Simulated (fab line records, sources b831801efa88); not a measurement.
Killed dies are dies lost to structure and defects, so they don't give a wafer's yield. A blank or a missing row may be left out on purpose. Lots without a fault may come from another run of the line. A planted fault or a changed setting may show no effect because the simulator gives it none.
One fault seen from 2 desks | flow gf180mcu | each desk has only its own numbers; what lay behind them comes last

THE METROLOGY DESK
What the gauges read, lot by lot, whatever tool the lot ran on: means of the sampled wafers that have a number. A lot is out of limits, marked OUT, if its mean lies more than 4 standard deviations from the usual mean; the brackets give that distance.
Columns: A = HV_LDD_4_TW at GF_HV_LDD_TW_MEAS_50, usual 568.1; B = cd_nm at GF_PSD_CD_MEAS_07, usual 400.0 nm
lot  | first seen here | A     | B
L594 | day 12 09:29    | 572.1 | 402.6
L596 | day 13 03:13    | 562.1 | 400.4
L597 | day 13 09:10    | 567.6 | 396.9
L598 | day 13 17:50    | 565.6 | 395.3
L601 | day 14 23:52    | 564.6 | 402.2
L606 | day 16 12:25    | 567.4 | 401.7
L608 | day 17 04:22    | 566.6 | 404.1
L611 | day 18 03:04    | 569.0 | 400.2
L612 | day 18 11:13    | 567.4 | 401.0
L614 | day 19 05:01    | 568.6 | 399.2
L615 | day 19 11:20    | 569.9 | 399.3
L616 | day 19 22:23    | 569.9 | 395.5
L617 | day 20 02:43    | 570.5 | 399.4
This desk's finding: nothing out of limits on any of the 13 lots.

THE TOOL OWNER'S DESK: plasma_asher-03
The tool's own readings at GF_HV_LDD_STRIP_49 (strips in O2/N2): means of the sampled wafers that have a number, for each lot that ran on this tool. A lot is out of limits, marked OUT, if its mean lies more than 4 standard deviations from the usual mean; the brackets give that distance.
Columns: A = drypump_motor_current_A at GF_HV_LDD_STRIP_49, usual 5.71 A; B = heater_power_w at GF_HV_LDD_STRIP_49, usual 319 W; C = n2_flow_sccm at GF_HV_LDD_STRIP_49, usual 300.1 sccm; D = oes_product_au at GF_HV_LDD_STRIP_49, usual 0.717 a.u.; E = strip_time_to_endpoint_s at GF_HV_LDD_STRIP_49, usual 12.65 s
lot  | first seen here | A    | B   | C               | D     | E
L594 | day 12 09:24    | 5.61 | 324 | 300.6           | 0.713 | 12.66
L597 | day 13 09:04    | 5.60 | 324 | 299.2           | 0.715 | 12.66
L606 | day 16 12:18    | 5.63 | 324 | 239.8 (-66) OUT | 0.714 | 12.60
L608 | day 17 04:16    | 5.62 | 326 | 239.2 (-67) OUT | 0.713 | 12.65
L616 | day 19 22:16    | 5.48 | 322 | 300.6           | 0.719 | 12.68
This desk's finding: out of limits on L606, L608; first on L606, day 16 12:18 (n2_flow_sccm at GF_HV_LDD_STRIP_49). In limits: L594, L597, L616.

PUT TOGETHER
The tool owner's desk could have raised an alarm at day 16 12:18, on L606, L608.
The metrology desk saw nothing out of limits.
The metrology desk has L606, L608 on record, within its limits.
Of the lots named, all ran GF_HV_LDD_STRIP_49 on plasma_asher-03.

WHAT THE SIMULATOR HAD PUT IN
Process parameter drift: plasma_asher-03, from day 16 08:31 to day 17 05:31, at GF_HV_LDD_STRIP_49. Setting n2_flow_sccm, moved by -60, from 300. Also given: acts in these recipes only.
Lots struck among those shown: L606, L608.
Hours from the fault's start to each desk's first reading out of limits: the tool owner's desk, 4.
